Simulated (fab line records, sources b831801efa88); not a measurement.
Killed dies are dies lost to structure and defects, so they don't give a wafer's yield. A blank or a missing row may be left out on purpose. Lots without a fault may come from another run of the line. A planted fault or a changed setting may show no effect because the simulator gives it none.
fab line records | flow sky130
record lots=5 wafers=15 last_day=49
route steps=708 shown CONTACT@421 METAL1@434
lots that met no fault: from a run of the same line without faults
start_h: hours from the record's first day to the start of the lot's first wafer shown | wait_h: hours since the lot's step before | " the same as in the row above | L1.1+2: a row that stands for several wafers | - no value, or no start given | * or withheld: withheld | < > ~ a bound
route shown NAME@n: a module of which the file shows steps, and the number in the route of the first | usual: mean/standard deviation of fault-free wafers | same: alike in all rows | chamber/n: place in a boat | sites: the reading at each site | _std_site: their standard deviation | _edge_site: outer sites' mean less inner sites' | radius_mm: how far each site lies from the wafer's centre | mask NAME#n: copy n | behind: the tool/chamber that last shaped the wafer | hold: why the lot was held/for how many hours/how that ended | device: the transistor (n, p or np) that didn't switch | end of line: the same wafers' tests at the end of the route | a step without rows: its recipe alone | killed: dies lost to structure and defects at the first sort, not the wafer's yield | map: a wafer's dies, x killed, . not, _ none there
set.NAME: the setting as run; set.NAME@STEP: as run at that earlier step | model.NAME: the simulator's own value behind a step, which no gauge read
lots at some steps of the route; a table a step, a row a wafer
services: from which hour (start_h, from the record's first day; less than 0 if before it) a tool's chamber was out of use, for how many hours, and why
## steps
# step SKY_CONTACT_OVL_MEAS_15
# usual CONTACT_OVL=0/5.7
# columns lot.wafer tool chamber start_h wait_h CONTACT_OVL[nm]
L074.3 overlay-02 - 727.60 0.1 6
L074.4 " - " " 2
L074.6 " - " " -1
L077.1 overlay-01 - 750.96 0.1 2
L077.3 " - " " -3
L077.5 " - " " -5
L082.1 overlay-01 - 798.59 0.1 -5
L082.3 " - " " -6
L082.5 " - " " -3
L087.3 overlay-01 - 841.87 0.1 9
L087.5 " - " " 12
L087.6 " - " " 4
L090.2 overlay-02 - 861.74 0.1 -4
L090.3 " - " " -2
L090.5 " - " " -2
# step SKY_CONTACT_ETCH_16
# recipe chemistry=N2/H2 target=BARC ion_energy_ev=200 source_w=500 bias_w=100 pressure_mtorr=30 n2_flow_sccm=100 h2_flow_sccm=200 stop_on=SiO2 time_s=45.9 target_depth_a=600
# usual drypump_motor_current_A=5.6/0.45 oes_product_au=0.854/0.0047 throttle_valve_pct=13.225/0.01
# columns lot.wafer tool chamber start_h wait_h drypump_motor_current_A oes_product_au rf_hours_counter_h throttle_valve_pct
L074.3 rie_diel-02 1 727.62 0.0 5.8 0.856 1 13.212
L074.4 " 0 " " 5.2 0.856 10 13.203
L074.6 " 0 " " 5.2 0.851 - 13.227
L077.1 rie_diel-04 0 750.99 0.0 6.2 0.853 30 13.223
L077.3 " 3 " " 5.9 0.850 23 13.224
L077.5 " 2 " " 6.3 0.859 - 13.214
L082.1 rie_diel-03 3 798.62 0.0 5.3 0.857 8 13.194
L082.3 " 0 " " 5.1 0.860 10 13.233
L082.5 " 2 " " 5.8 0.849 - 13.229
L087.3 rie_diel-04 1 841.89 0.0 5.6 0.846 7 13.237
L087.5 " 3 " " 5.9 0.849 - 13.214
L087.6 " 1 " " 5.6 0.851 - 13.248
L090.2 rie_diel-02 3 861.77 0.0 5.1 0.855 13 13.231
L090.3 " 2 " " 5.2 0.862 9 13.207
L090.5 " 1 " " 5.8 0.853 - 13.226
# step SKY_CONTACT_ETCH_17
# recipe target=SiO2 chemistry=C4F8/O2/Ar stop_on=Si3N4 mask_material=KrF-thick source_w=1500 bias_w=1200 pressure_mtorr=40 c4f8_flow_sccm=withheld O2_flow_sccm=6 Ar_flow_sccm=300 time_s=withheld target_depth_a=3400
# usual oes_product_au=0.892/0.0046
# columns lot.wafer tool chamber start_h wait_h oes_product_au
L074.3 rie_diel-02 1 727.66 0.0 0.899
L074.4 " 0 " " 0.893
L074.6 " 0 " " 0.887
L077.1 rie_diel-04 0 751.04 0.0 0.894
L077.3 " 3 " " 0.889
L077.5 " 2 " " 0.886
L082.1 rie_diel-03 3 798.66 0.0 0.885
L082.3 " 0 " " 0.890
L082.5 " 2 " " 0.894
L087.3 rie_diel-04 1 841.94 0.0 0.893
L087.5 " 3 " " 0.891
L087.6 " 1 " " 0.898
L090.2 rie_diel-02 3 861.81 0.0 0.895
L090.3 " 2 " " 0.892
L090.5 " 1 " " 0.892
# step SKY_CONTACT_ETCH_18
# recipe target=Si3N4 chemistry=CHF3/O2 stop_on=TiN source_w=600 bias_w=200 pressure_mtorr=40 chf3_flow_sccm=50 O2_flow_sccm=5 time_s=39 target_depth_a=750
# usual O2_flow_sccm=5.001/0.016 drypump_motor_current_A=5.5/0.44 oes_product_au=0.857/0.0079 throttle_valve_pct=8.792/0.0092
# columns lot.wafer tool chamber start_h wait_h O2_flow_sccm drypump_motor_current_A oes_product_au rf_hours_counter_h throttle_valve_pct
L074.3 rie_diel-02 1 - - 5.006 5.7 0.850 1 8.789
L074.4 " 0 " " 4.996 5.2 0.857 10 8.789
L074.6 " 0 " " 5.008 5.2 0.865 - 8.798
L077.1 rie_diel-04 0 - - 4.980 6.2 0.850 30 8.775
L077.3 " 3 " " 4.982 5.9 0.854 23 8.780
L077.5 " 2 " " 5.031 6.4 0.863 - 8.798
L082.1 rie_diel-03 3 - - 4.992 5.3 0.851 8 8.792
L082.3 " 0 " " 5.009 5.1 0.865 10 8.795
L082.5 " 2 " " 5.019 5.7 0.869 - 8.783
L087.3 rie_diel-04 1 - - 4.984 5.6 0.859 7 8.793
L087.5 " 3 " " 4.995 5.9 0.857 - 8.785
L087.6 " 1 " " 5.022 5.6 0.849 - 8.798
L090.2 rie_diel-02 3 - - 5.011 5.1 0.857 13 8.791
L090.3 " 2 " " 5.025 5.2 0.858 9 8.800
L090.5 " 1 " " 5.025 5.8 0.859 - 8.804
# step SKY_CONTACT_STRIP_19
# recipe chemistry=O2/N2 power_w=1400 pressure_mtorr=1500 platen_temp_c=withheld o2_flow_sccm=3000 n2_flow_sccm=300 overash_fraction=0.5
# usual drypump_motor_current_A=5.8/0.57 oes_product_au=0.380/0.0048 strip_time_to_endpoint_s=3.61/0.03
# columns lot.wafer tool chamber start_h wait_h drypump_motor_current_A oes_product_au rf_hours_counter_h strip_time_to_endpoint_s
L074.3 plasma_asher-02 0 727.79 - 5.3 0.385 - 3.54
L074.4 " 1 " " 6.6 0.386 - 3.58
L074.6 " 1 " " 6.6 0.382 - 3.57
L077.1 plasma_asher-04 0 751.13 - 5.3 0.375 1 3.60
L077.3 " 1 " " 6.2 0.382 - 3.63
L077.5 " 0 " " 5.3 0.382 - 3.59
L082.1 plasma_asher-04 1 798.75 - 6.3 0.380 5 3.57
L082.3 " 1 " " 6.3 0.374 - 3.55
L082.5 " 0 " " 5.3 0.375 - 3.58
L087.3 plasma_asher-03 0 842.06 - 5.0 0.373 - 3.64
L087.5 " 0 " " 5.0 0.391 - 3.62
L087.6 " 1 " " 6.0 0.382 - 3.64
L090.2 plasma_asher-03 0 861.90 - 5.0 0.379 71 3.63
L090.3 " 1 " " 6.0 0.376 - 3.63
L090.5 " 0 " " 5.0 0.380 - 3.64
# step SKY_CONTACT_STRIP_20
# recipe chemistry=post_etch_residue_remover time_s=1200 temp_c=72.5
# columns lot.wafer tool chamber start_h wait_h
L074.3+4+6 wet_bench-03 1 727.85 0.0
L077.1+3+5 wet_bench-02 1 751.23 0.1
L082.1+3+5 wet_bench-03 2 798.85 0.1
L087.3+5+6 wet_bench-03 1 842.13 0.0
L090.2+3+5 wet_bench-02 1 862.00 0.1
# step SKY_CONTACT_CLEAN_21
# recipe chemistry=IPA time_s=180 temp_c=25
# columns lot.wafer tool chamber start_h wait_h
L074.3+4+6 wet_bench-02 1 728.26 0.0
L077.1+3+5 wet_bench-04 2 751.57 0.0
L082.1+3+5 wet_bench-04 2 799.20 0.0
L087.3+5+6 wet_bench-04 0 842.47 0.0
L090.2+3+5 wet_bench-03 1 862.38 0.0
# step SKY_CONTACT_CLEAN_22
# recipe chemistry=O3/DIW dry=n2_spin
# columns lot.wafer tool chamber start_h wait_h
L074.3+4+6 wet_bench-04 2 728.32 0.0
L077.1+3+5 wet_bench-03 1 751.63 0.0
L082.1+3+5 wet_bench-02 3 799.25 0.0
L087.3+5+6 wet_bench-02 1 842.53 0.0
L090.2+3+5 wet_bench-04 3 862.44 0.0
# step SKY_CONTACT_SPUTTER_23
# recipe material=TiN target_thk_nm=20 chamber_pressure_pa=5 power_w=4000 time_s=80
# usual cathode_dc_power_W=4000.1/0.71 throttle_valve_pct=30.4/1.1
# columns lot.wafer tool chamber start_h wait_h cathode_dc_power_W throttle_valve_pct
L074.3 pvd_sputter-02 - 728.41 0.0 4000.0 30.0
L074.4 " - " " 3999.0 29.6
L074.6 " - " " 3999.3 29.7
L077.1 pvd_sputter-03 - 751.72 0.0 4001.7 32.2
L077.3 " - " " 3999.0 29.5
L077.5 " - " " 4000.0 32.0
L082.1 pvd_sputter-03 - 799.35 0.0 3999.8 31.9
L082.3 " - " " 4000.4 31.4
L082.5 " - " " 4000.2 31.5
L087.3 pvd_sputter-04 - 842.63 0.0 3999.3 30.1
L087.5 " - " " 3999.8 29.2
L087.6 " - " " 3999.6 30.6
L090.2 pvd_sputter-02 - 862.53 0.0 4000.9 29.9
L090.3 " - " " 3999.9 30.9
L090.5 " - " " 4000.6 31.3
# step SKY_CONTACT_CVD_24
# recipe material=W target_thk_nm=340 time_s=102.12 temp_c=400 pressure_torr=40
# usual heater_power_w=933/93
# columns lot.wafer tool chamber start_h wait_h heater_power_w since_wet_clean_h
L074.3 cvd_w-02 1 728.51 0.1 1076 -
L074.4 " 0 " " 876 -
L074.6 " 0 " " 868 -
L077.1 cvd_w-02 1 751.78 0.0 1047 848
L077.3 " 1 " " 1051 -
L077.5 " 0 " " 889 -
L082.1 cvd_w-02 1 799.42 0.0 1064 895
L082.3 " 0 " " 875 -
L082.5 " 1 " " 1047 -
L087.3 cvd_w-01 0 842.72 0.1 926 -
L087.5 " 0 " " 939 -
L087.6 " 1 " " 820 -
L090.2 cvd_w-01 0 862.59 0.0 935 459
L090.3 " 1 " " 827 -
L090.5 " 1 " " 803 -
# step SKY_CONTACT_RS_MEAS_25
# recipe thk_meas_gauge=four-point-probe reads=W_of_CONTACT_CVD_24+TiN_of_CONTACT_SPUTTER_23
# usual CONTACT_W_RS=0.337/0.004
# columns lot.wafer tool chamber start_h wait_h CONTACT_W_RS[ohm/sq]
L074.3 film_metro-04 - 728.62 0.1 0.336
L074.4 " - " " 0.335
L074.6 " - " " 0.330
L077.1 film_metro-02 - 751.89 0.1 0.343
L077.3 " - " " 0.343
L077.5 " - " " 0.337
L082.1 film_metro-03 - 799.53 0.1 0.339
L082.3 " - " " 0.333
L082.5 " - " " 0.340
L087.3 film_metro-03 - 842.84 0.1 0.338
L087.5 " - " " 0.333
L087.6 " - " " 0.332
L090.2 film_metro-04 - 862.72 0.1 0.336
L090.3 " - " " 0.336
L090.5 " - " " 0.338
# step SKY_CONTACT_THK_MEAS_26
# recipe thk_meas_gauge=xrf reads=W_of_CONTACT_CVD_24
# usual CONTACT_W_THK=330/6
# columns lot.wafer tool chamber start_h wait_h CONTACT_W_THK[nm]
L074.3 film_metro-04 - 728.72 0.1 329
L074.4 " - " " 331
L074.6 " - " " 334
L077.1 film_metro-02 - 752.01 0.1 324
L077.3 " - " " 322
L077.5 " - " " 329
L082.1 film_metro-03 - 799.65 0.1 331
L082.3 " - " " 337
L082.5 " - " " 328
L087.3 film_metro-03 - 842.94 0.1 334
L087.5 " - " " 337
L087.6 " - " " 340
L090.2 film_metro-04 - 862.83 0.1 327
L090.3 " - " " 327
L090.5 " - " " 324
# step SKY_CONTACT_CMP_27
# recipe stop_on=SiO2 t_overpolish_s=15 down_force_psi=3.5 platen_rpm=60 target_thk_nm=0 pad_velocity_m_s=0.94248
# usual edge_zone_pressure_frac=1.001/0.0051 motor_current_A=11.4/0.83 overpolish_run_s=15.000/0.0087 time_to_endpoint_s=83/3.9
# columns lot.wafer tool chamber start_h wait_h edge_zone_pressure_frac motor_current_A overpolish_run_s time_to_endpoint_s
L074.4 cmp-02 1 728.81 0.1 1.002 11.5 14.994 83
L074.3 " 2 " " 1.005 11.2 14.997 84
L074.6 " 0 " " 0.986 11.9 15.003 79
L077.3 cmp-02 0 752.12 0.1 0.996 11.7 15.001 78
L077.1 " 2 " " 1.008 11.3 14.993 88
L077.5 " 0 " " 1.001 12.6 15.009 80
L082.1 cmp-01 2 799.81 0.1 1.005 11.0 15.005 79
L082.3 " 3 " " 1.001 9.5 14.986 86
L082.5 " 1 " " 1.006 11.6 15.004 83
L087.3 cmp-01 3 843.03 0.1 1.004 9.5 15.000 82
L087.5 " 2 " " 1.006 11.2 14.981 81
L087.6 " 3 " " 1.004 9.8 14.992 84
L090.2 cmp-01 0 862.98 0.1 0.999 9.8 15.011 93
L090.3 " 1 " " 1.003 12.1 15.009 87
L090.5 " 3 " " 0.998 9.8 14.994 85
# step SKY_METAL1_SPUTTER_00
# recipe material=Ti target_thk_nm=15 power_w=3000 time_s=10 chamber_pressure_pa=0.4
# usual cathode_dc_power_W=3000.0/0.57 throttle_valve_pct=29.8/0.84
# columns lot.wafer tool chamber start_h wait_h cathode_dc_power_W throttle_valve_pct
L074.3 pvd_sputter-04 - 729.06 0.1 2999.8 30.6
L074.4 " - " " 2999.4 30.9
L074.6 " - " " 3000.2 29.2
L077.1 pvd_sputter-04 - 752.37 0.1 2999.1 29.2
L077.3 " - " " 2999.3 30.2
L077.5 " - " " 2999.6 29.1
L082.1 pvd_sputter-04 - 800.01 0.1 3001.0 29.3
L082.3 " - " " 2999.9 29.1
L082.5 " - " " 3000.8 31.0
L087.3 pvd_sputter-04 - 843.28 0.2 2999.0 30.0
L087.5 " - " " 3001.2 31.1
L087.6 " - " " 2999.5 29.8
L090.2 pvd_sputter-04 - 863.18 0.1 2999.2 29.3
L090.3 " - " " 2999.4 30.6
L090.5 " - " " 3000.0 29.5
# step SKY_METAL1_SPUTTER_01
# recipe material=TiN target_thk_nm=20 power_w=6500 time_s=16.7 chamber_pressure_pa=0.4
# usual cathode_dc_power_W=6499.9/1.3 throttle_valve_pct=29.8/0.84
# columns lot.wafer tool chamber start_h wait_h cathode_dc_power_W throttle_valve_pct
L074.3 pvd_sputter-04 - 729.08 0.0 6499.7 31.2
L074.4 " - " " 6498.8 30.8
L074.6 " - " " 6500.8 29.4
L077.1 pvd_sputter-04 - 752.39 0.0 6500.1 29.1
L077.3 " - " " 6498.4 30.0
L077.5 " - " " 6498.4 29.4
L082.1 pvd_sputter-04 - 800.03 0.0 6500.9 29.3
L082.3 " - " " 6503.1 29.0
L082.5 " - " " 6498.7 31.0
L087.3 pvd_sputter-04 - 843.30 0.0 6499.9 30.0
L087.5 " - " " 6499.2 30.9
L087.6 " - " " 6499.7 30.2
L090.2 pvd_sputter-04 - 863.20 0.0 6500.9 29.5
L090.3 " - " " 6500.1 31.1
L090.5 " - " " 6498.3 29.4
# step SKY_METAL1_SPUTTER_02
# recipe material=AlCu target_thk_nm=250 power_w=10600 time_s=13.3 chamber_pressure_pa=0.4
# usual cathode_dc_power_W=10600/1.9 throttle_valve_pct=29.8/0.82
# columns lot.wafer tool chamber start_h wait_h cathode_dc_power_W throttle_valve_pct
L074.3 pvd_sputter-04 - 729.11 0.0 10599 31.2
L074.4 " - " " 10600 31.1
L074.6 " - " " 10602 29.2
L077.1 pvd_sputter-04 - 752.42 0.0 10601 29.1
L077.3 " - " " 10602 29.9
L077.5 " - " " 10601 29.4
L082.1 pvd_sputter-04 - 800.05 0.0 10600 29.6
L082.3 " - " " 10600 29.4
L082.5 " - " " 10601 31.2
L087.3 pvd_sputter-04 - 843.33 0.0 10600 30.0
L087.5 " - " " 10601 30.9
L087.6 " - " " 10597 29.7
L090.2 pvd_sputter-04 - 863.23 0.0 10596 29.5
L090.3 " - " " 10598 31.0
L090.5 " - " " 10602 29.3
# step SKY_METAL1_SPUTTER_03
# recipe material=Ti target_thk_nm=5 power_w=3000 time_s=3.3 chamber_pressure_pa=0.4
# usual cathode_dc_power_W=3000.0/0.57 throttle_valve_pct=29.8/0.85
# columns lot.wafer tool chamber start_h wait_h cathode_dc_power_W throttle_valve_pct
L074.3 pvd_sputter-04 - 729.13 0.0 3001.7 31.0
L074.4 " - " " 2999.6 31.0
L074.6 " - " " 2998.9 29.4
L077.1 pvd_sputter-04 - 752.44 0.0 2999.6 28.9
L077.3 " - " " 3000.4 30.3
L077.5 " - " " 3000.2 29.2
L082.1 pvd_sputter-04 - 800.08 0.0 3001.7 29.4
L082.3 " - " " 3000.0 29.0
L082.5 " - " " 2999.8 30.9
L087.3 pvd_sputter-04 - 843.35 0.0 3000.1 30.1
L087.5 " - " " 3000.4 31.1
L087.6 " - " " 3000.2 30.1
L090.2 pvd_sputter-04 - 863.25 0.0 2999.6 29.3
L090.3 " - " " 2999.1 31.1
L090.5 " - " " 3000.2 29.4
# step SKY_METAL1_SPUTTER_04
# recipe material=TiN target_thk_nm=70 power_w=6500 time_s=58.3 chamber_pressure_pa=0.4
# usual cathode_dc_power_W=6500.0/1.3 throttle_valve_pct=29.8/0.83
# columns lot.wafer tool chamber start_h wait_h cathode_dc_power_W throttle_valve_pct
L074.3 pvd_sputter-04 - 729.15 0.0 6500.2 30.8
L074.4 " - " " 6500.2 30.9
L074.6 " - " " 6501.0 29.6
L077.1 pvd_sputter-04 - 752.46 0.0 6498.7 29.2
L077.3 " - " " 6500.6 30.1
L077.5 " - " " 6501.3 29.3
L082.1 pvd_sputter-04 - 800.10 0.0 6499.5 29.3
L082.3 " - " " 6501.8 29.1
L082.5 " - " " 6500.5 30.9
L087.3 pvd_sputter-04 - 843.37 0.0 6499.2 29.9
L087.5 " - " " 6501.2 31.0
L087.6 " - " " 6498.7 30.2
L090.2 pvd_sputter-04 - 863.27 0.0 6498.7 29.3
L090.3 " - " " 6499.8 30.8
L090.5 " - " " 6498.5 29.3
# step SKY_METAL1_RS_MEAS_05
# recipe thk_meas_gauge=four-point-probe reads=TiN_of_METAL1_SPUTTER_04+Ti_of_METAL1_SPUTTER_03+AlCu_of_METAL1_SPUTTER_02+TiN_of_METAL1_SPUTTER_01+Ti_of_METAL1_SPUTTER_00
# usual METAL1_ALCU_RS=0.1274/0.0017
# columns lot.wafer tool chamber start_h wait_h METAL1_ALCU_RS[ohm/sq]
L074.3 film_metro-02 - 729.24 0.1 0.1299
L074.4 " - " " 0.1285
L074.6 " - " " 0.1258
L077.1 film_metro-02 - 752.51 0.0 0.1293
L077.3 " - " " 0.1280
L077.5 " - " " 0.1264
L082.1 film_metro-03 - 800.15 0.0 0.1271
L082.3 " - " " 0.1296
L082.5 " - " " 0.1301
L087.3 film_metro-02 - 843.46 0.1 0.1256
L087.5 " - " " 0.1296
L087.6 " - " " 0.1260
L090.2 film_metro-01 - 863.34 0.0 0.1265
L090.3 " - " " 0.1281
L090.5 " - " " 0.1256
# step SKY_METAL1_THK_MEAS_06
# recipe thk_meas_gauge=xrf reads=AlCu_of_METAL1_SPUTTER_02
# usual METAL1_ALCU_THK=244/3.4
# columns lot.wafer tool chamber start_h wait_h METAL1_ALCU_THK[nm]
L074.3 film_metro-02 - 729.34 0.1 241
L074.4 " - " " 242
L074.6 " - " " 248
L077.1 film_metro-02 - 752.63 0.1 242
L077.3 " - " " 244
L077.5 " - " " 245
L082.1 film_metro-03 - 800.27 0.1 245
L082.3 " - " " 240
L082.5 " - " " 237
L087.3 film_metro-02 - 843.56 0.1 248
L087.5 " - " " 239
L087.6 " - " " 246
L090.2 film_metro-01 - 863.45 0.1 246
L090.3 " - " " 245
L090.5 " - " " 248
# step SKY_METAL1_DEHYDRATE_07
# recipe temp_c=200 time_s=60
# columns lot.wafer tool chamber start_h wait_h
L074.3+4+6 litho_track-01 0 742.94 13.6
L077.1+3+5 litho_track-01 0 766.44 13.8
L082.1+3+5 litho_track-03 0 811.42 11.1
L087.3+5+6 litho_track-01 0 856.40 12.8
L090.2+3+5 litho_track-02 0 875.72 12.3
# step SKY_METAL1_HMDS_08
# recipe prime_time_s=60 prime_temp_c=120
# usual prime_temp_c=120.01/0.12
# columns lot.wafer tool chamber start_h wait_h prime_temp_c
L074.3 litho_track-01 0 743.09 0.1 120.13
L074.4 " 0 " " 120.16
L074.6 " 0 " " 120.00
L077.1 litho_track-01 0 766.59 0.1 120.01
L077.3 " 0 " " 120.00
L077.5 " 0 " " 120.25
L082.1 litho_track-03 0 811.57 0.1 119.79
L082.3 " 0 " " 119.81
L082.5 " 0 " " 119.92
L087.3 litho_track-01 0 856.55 0.1 120.05
L087.5 " 0 " " 120.03
L087.6 " 0 " " 120.07
L090.2 litho_track-02 0 875.87 0.1 120.05
L090.3 " 0 " " 119.96
L090.5 " 0 " " 119.92
# step SKY_METAL1_COAT_09
# recipe resist=BARC temp_c=withheld time_s=withheld spin_rpm=3000 resist_thk_nm=60
# columns lot.wafer tool chamber start_h wait_h
L074.3+4+6 litho_track-01 0 743.24 0.1
L077.1+3+5 litho_track-01 0 766.74 0.1
L082.1+3+5 litho_track-03 0 811.72 0.1
L087.3+5+6 litho_track-01 0 856.70 0.1
L090.2+3+5 litho_track-02 0 876.02 0.1
# step SKY_METAL1_COAT_10
# recipe resist=KrF-thick spin_rpm=3000 resist_thk_nm=450
# columns lot.wafer tool chamber start_h wait_h
L074.3+4+6 litho_track-01 0 - -
L077.1+3+5 litho_track-01 0 - -
L082.1+3+5 litho_track-03 0 - -
L087.3+5+6 litho_track-01 0 - -
L090.2+3+5 litho_track-02 0 - -
# step SKY_METAL1_SOFTBAKE_11
# recipe temp_c=100 time_s=90 resist=KrF-thick
# columns lot.wafer tool chamber start_h wait_h
L074.3+4+6 litho_track-01 0 - -
L077.1+3+5 litho_track-01 0 - -
L082.1+3+5 litho_track-03 0 - -
L087.3+5+6 litho_track-01 0 - -
L090.2+3+5 litho_track-02 0 - -
# step SKY_METAL1_EXPOSE_12
# recipe mask_id=MM1 na=0.8 source_shape=annular sigma_inner=0.55 sigma_outer=0.85 target_cd_nm=140 dose_mj=28
# columns lot.wafer tool chamber start_h wait_h mask
L074.3+4+6 krf_scanner-01 0 - - MM1#0
L077.1+3+5 krf_scanner-02 0 - - MM1#0
L082.1+3+5 krf_scanner-01 0 - - MM1#0
L087.3+5+6 krf_scanner-01 0 - - MM1#0
L090.2+3+5 krf_scanner-02 0 - - MM1#0
# step SKY_METAL1_PEB_13
# recipe peb_temp_c=withheld peb_time_s=withheld resist=KrF-thick
# columns lot.wafer tool chamber start_h wait_h
L074.3+4+6 litho_track-01 0 - -
L077.1+3+5 litho_track-01 0 - -
L082.1+3+5 litho_track-01 0 - -
L087.3+5+6 litho_track-02 0 - -
L090.2+3+5 litho_track-03 0 - -
# step SKY_METAL1_DEVELOP_14
# recipe develop_time_s=60 resist=KrF-thick dev_temp_c=21
# columns lot.wafer tool chamber start_h wait_h
L074.3+4+6 litho_track-01 0 - -
L077.1+3+5 litho_track-01 0 - -
L082.1+3+5 litho_track-01 0 - -
L087.3+5+6 litho_track-02 0 - -
L090.2+3+5 litho_track-03 0 - -
# step SKY_METAL1_CD_MEAS_15
# recipe target_cd_nm=140
# usual cd_nm=140.3/1.5
# columns lot.wafer tool chamber start_h wait_h cd_nm
L074.3 cd_sem-01 - 756.48 - 139.4
L074.4 " - " " 142.0
L074.6 " - " " 139.7
L077.1 cd_sem-02 - 778.94 - 139.8
L077.3 " - " " 139.2
L077.5 " - " " 140.3
L082.1 cd_sem-01 - 827.30 - 138.8
L082.3 " - " " 139.8
L082.5 " - " " 139.4
L087.3 cd_sem-01 - 869.38 - 142.4
L087.5 " - " " 142.8
L087.6 " - " " 142.1
L090.2 cd_sem-02 - 888.79 - 139.1
L090.3 " - " " 139.3
L090.5 " - " " 139.3
# step SKY_METAL1_OVL_MEAS_16
# usual METAL1_OVL=-1/5.5
# columns lot.wafer tool chamber start_h wait_h METAL1_OVL[nm]
L074.3 overlay-02 - 756.58 0.1 -5
L074.4 " - " " 2
L074.6 " - " " -1
L077.1 overlay-02 - 779.06 0.1 0
L077.3 " - " " -7
L077.5 " - " " -3
L082.1 overlay-01 - 827.42 0.1 -2
L082.3 " - " " 7
L082.5 " - " " 3
L087.3 overlay-01 - 869.48 0.1 -2
L087.5 " - " " -3
L087.6 " - " " 1
L090.2 overlay-02 - 888.89 0.1 -3
L090.3 " - " " -8
L090.5 " - " " -7
# step SKY_METAL1_DESCUM_17
# recipe chemistry=O2 source_power_w=150 bias_power_w=0 pressure_mtorr=10 temp_c=40 time_s=8
# usual drypump_motor_current_A=5.6/0.65 he_backside_leak_sccm=3.4/0.36 oes_product_au=1.001/0.0094
# columns lot.wafer tool chamber start_h wait_h drypump_motor_current_A he_backside_leak_sccm oes_product_au rf_hours_counter_h
L074.3 rie_metal-01 0 756.61 0.0 4.9 3.4 0.994 -
L074.4 " 1 " " 6.1 3.6 1.010 -
L074.6 " 0 " " 4.9 3.1 0.985 -
L077.1 rie_metal-01 0 779.10 0.0 4.9 3.4 0.983 4
L077.3 " 0 " " 4.9 3.4 0.988 -
L077.5 " 0 " " 4.9 3.4 0.994 -
L082.1 rie_metal-04 0 827.45 0.0 4.6 3.2 0.998 9
L082.3 " 0 " " 4.6 3.4 0.994 -
L082.5 " 1 " " 5.6 3.2 0.990 -
L087.3 rie_metal-03 0 869.51 0.0 6.1 3.6 0.997 -
L087.5 " 1 " " 6.4 3.6 1.006 -
L087.6 " 0 " " 6.0 3.6 1.003 -
L090.2 rie_metal-03 0 888.92 0.0 6.0 3.3 1.009 8
L090.3 " 0 " " 6.0 3.5 1.004 -
L090.5 " 1 " " 6.5 3.3 0.999 -
# step SKY_METAL1_ETCH_18
# recipe chemistry=N2/H2 target=BARC ion_energy_ev=200 bias_w=100 pressure_mtorr=30 n2_flow_sccm=100 h2_flow_sccm=200 icp_w=500 stop_on=SiO2 time_s=45.9 target_depth_a=600
# usual drypump_motor_current_A=5.7/0.65 he_backside_leak_sccm=3.4/0.32 oes_product_au=0.854/0.0051 throttle_valve_pct=13.226/0.0096
# columns lot.wafer tool chamber start_h wait_h drypump_motor_current_A he_backside_leak_sccm oes_product_au rf_hours_counter_h throttle_valve_pct
L074.3 rie_metal-01 0 756.65 0.0 4.9 3.3 0.847 - 13.222
L074.4 " 1 " " 6.1 3.4 0.865 - 13.231
L074.6 " 0 " " 4.9 3.5 0.858 - 13.219
L077.1 rie_metal-01 0 779.13 0.0 4.9 3.2 0.854 4 13.218
L077.3 " 0 " " 4.9 3.3 0.861 - 13.233
L077.5 " 0 " " 4.9 3.3 0.847 - 13.229
L082.1 rie_metal-04 0 827.48 0.0 4.6 3.7 0.848 9 13.224
L082.3 " 0 " " 4.6 3.3 0.857 - 13.224
L082.5 " 1 " " 5.7 3.2 0.846 - 13.224
L087.3 rie_metal-03 0 869.57 0.0 6.1 4.0 0.857 - 13.226
L087.5 " 1 " " 6.4 3.6 0.855 - 13.211
L087.6 " 0 " " 6.1 3.5 0.859 - 13.221
L090.2 rie_metal-03 0 888.95 0.0 6.1 3.9 0.856 8 13.229
L090.3 " 0 " " 6.1 3.7 0.851 - 13.210
L090.5 " 1 " " 6.5 3.6 0.852 - 13.225
# step SKY_METAL1_METAL_ETCH_19
# recipe target_depth_a=3600 stop_on=SiO2 over_etch_frac=0.3 time_s=78 chemistry=Cl2/BCl3 resist_sidewall_deg=88 pressure_mtorr=10 icp_w=900 bias_w=48.5 Cl2_flow_sccm=60 bcl3_flow_sccm=30
# usual drypump_motor_current_A=5.6/0.65 he_backside_leak_sccm=3.36/0.2 oes_product_au=0.853/0.0061 throttle_valve_pct=22.265/0.0091
# columns lot.wafer tool chamber start_h wait_h drypump_motor_current_A he_backside_leak_sccm oes_product_au rf_hours_counter_h throttle_valve_pct
L074.3 rie_metal-01 0 756.73 0.1 4.9 3.03 0.856 - 22.255
L074.4 " 1 " " 6.2 3.34 0.853 - 22.257
L074.6 " 0 " " 4.9 3.30 0.856 - 22.264
L077.1 rie_metal-01 0 779.20 0.0 4.9 3.31 0.856 4 22.254
L077.3 " 0 " " 4.9 3.49 0.851 - 22.254
L077.5 " 0 " " 4.9 3.43 0.849 - 22.274
L082.1 rie_metal-04 0 827.55 0.0 4.6 3.46 0.850 9 22.251
L082.3 " 0 " " 4.6 3.32 0.846 - 22.257
L082.5 " 1 " " 5.7 3.29 0.845 - 22.254
L087.3 rie_metal-03 0 869.67 0.1 6.0 3.12 0.864 - 22.273
L087.5 " 1 " " 6.4 3.53 0.847 - 22.252
L087.6 " 0 " " 6.0 3.41 0.859 - 22.258
L090.2 rie_metal-03 0 889.02 0.0 6.1 3.37 0.860 8 22.278
L090.3 " 0 " " 6.1 3.54 0.846 - 22.255
L090.5 " 1 " " 6.4 3.70 0.864 - 22.275
## services
# columns tool chamber start_h hours kind
rie_diel-03 3 705.84 4.0 repair
rie_metal-01 1 709.11 5.7 repair
krf_scanner-01 - 711.74 1.0 pm
rie_diel-02 - 718.98 2.8 pm
pvd_sputter-04 - 719.89 3.0 repair
wet_bench-04 - 721.65 0.9 repair
rie_diel-03 2 725.01 27.3 repair
rie_metal-03 1 725.35 15.3 repair
rie_diel-04 - 741.66 2.3 repair
cmp-01 - 744.00 4.0 pm
rie_metal-03 - 768.53 1.6 repair
krf_scanner-01 - 785.40 1.3 pm
rie_diel-02 1 795.12 15.3 repair
rie_diel-02 0 799.21 5.2 repair
krf_scanner-01 - 803.87 0.8 pm
cmp-01 - 805.26 6.8 pm
rie_diel-04 - 827.82 2.8 pm
wet_bench-03 - 829.63 4.1 repair
rie_diel-04 0 841.64 2.7 repair
rie_diel-04 2 854.04 5.2 repair
rie_diel-04 0 859.90 2.7 repair
pvd_sputter-04 - 869.55 6.5 repair
rie_diel-04 3 869.59 3.9 repair
rie_diel-04 2 870.72 9.8 repair
## key
fault none
